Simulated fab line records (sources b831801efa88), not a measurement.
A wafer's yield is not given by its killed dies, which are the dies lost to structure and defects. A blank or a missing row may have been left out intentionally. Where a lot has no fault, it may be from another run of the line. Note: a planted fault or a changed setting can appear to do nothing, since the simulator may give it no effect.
Which tool is to blame?    flow gf180mcu    21 wafers from 7 lots sampled at 3 of the route's 602 steps

WHAT THE GAUGES READ, wafer by wafer
GF_MIM_THK_MEAS_06.
lot   measured      on             MIM_CVD_05_THK (nm)
L982  day 25 05:36  film-metro-04  41.3 41.3 42.3
L985  day 26 07:57  film-metro-04  41.1 41.6 41.4
L987  day 27 03:23  film-metro-01  41.7 42.0 42.0
L991  day 28 05:46  film-metro-03  41.1 41.8 41.9
L995  day 29 06:53  film-metro-03  42.5 41.7 43.0
L101  day 30 22:41  film-metro-04  42.0 42.6 42.7
L103  day 31 16:32  film-metro-04  41.4 41.5 41.6

WHICH TOOL RAN EACH LOT (tool, then ch and the chambers of the sampled wafers, then the start)
lot   GF_VT_IMPLANT_DEVELOP_06           GF_MIM_SPUTTER_02
L982  litho-track-02 ch 0, day 6 03:40   pvd-sputter-01, day 25 05:28
L985  litho-track-02 ch 0, day 6 21:01   pvd-sputter-01, day 26 07:49
L987  litho-track-03 ch 0, day 7 13:28   pvd-sputter-01, day 27 03:16
L991  litho-track-03 ch 0, day 8 12:37   pvd-sputter-02, day 28 05:38
L995  litho-track-02 ch 0, day 9 10:12   pvd-sputter-01, day 29 06:45
L101  litho-track-03 ch 0, day 11 02:04  pvd-sputter-04, day 30 22:34
L103  litho-track-04 ch 0, day 11 15:49  pvd-sputter-04, day 31 16:25
- GF_VT_IMPLANT_DEVELOP_06: develop time 60 s.
- GF_MIM_SPUTTER_02: material AlCu, target thk 450 nm, time 23.9 s.

THE ANSWER, worked out from the rows above alone
Rule: the usual values come from the lots themselves. The widest of any qualifying gaps counts: lots, ordered by their means at a reading, are off when they make up no more than a third of the lots, leave a main group of 4 or more, and stand apart from it by 3 or more times the standard deviation of that group's means. The tables above print the reading to a certain number of digits; a main group whose means all agree to those digits is not used. Also off: a lot with no number at a reading for which 4 or more lots have one. Any other lot the step has rows for is counted as sound.
None of the lots is off at any reading shown; this tells nothing.

WHAT WAS PUT IN BY THE SIMULATOR
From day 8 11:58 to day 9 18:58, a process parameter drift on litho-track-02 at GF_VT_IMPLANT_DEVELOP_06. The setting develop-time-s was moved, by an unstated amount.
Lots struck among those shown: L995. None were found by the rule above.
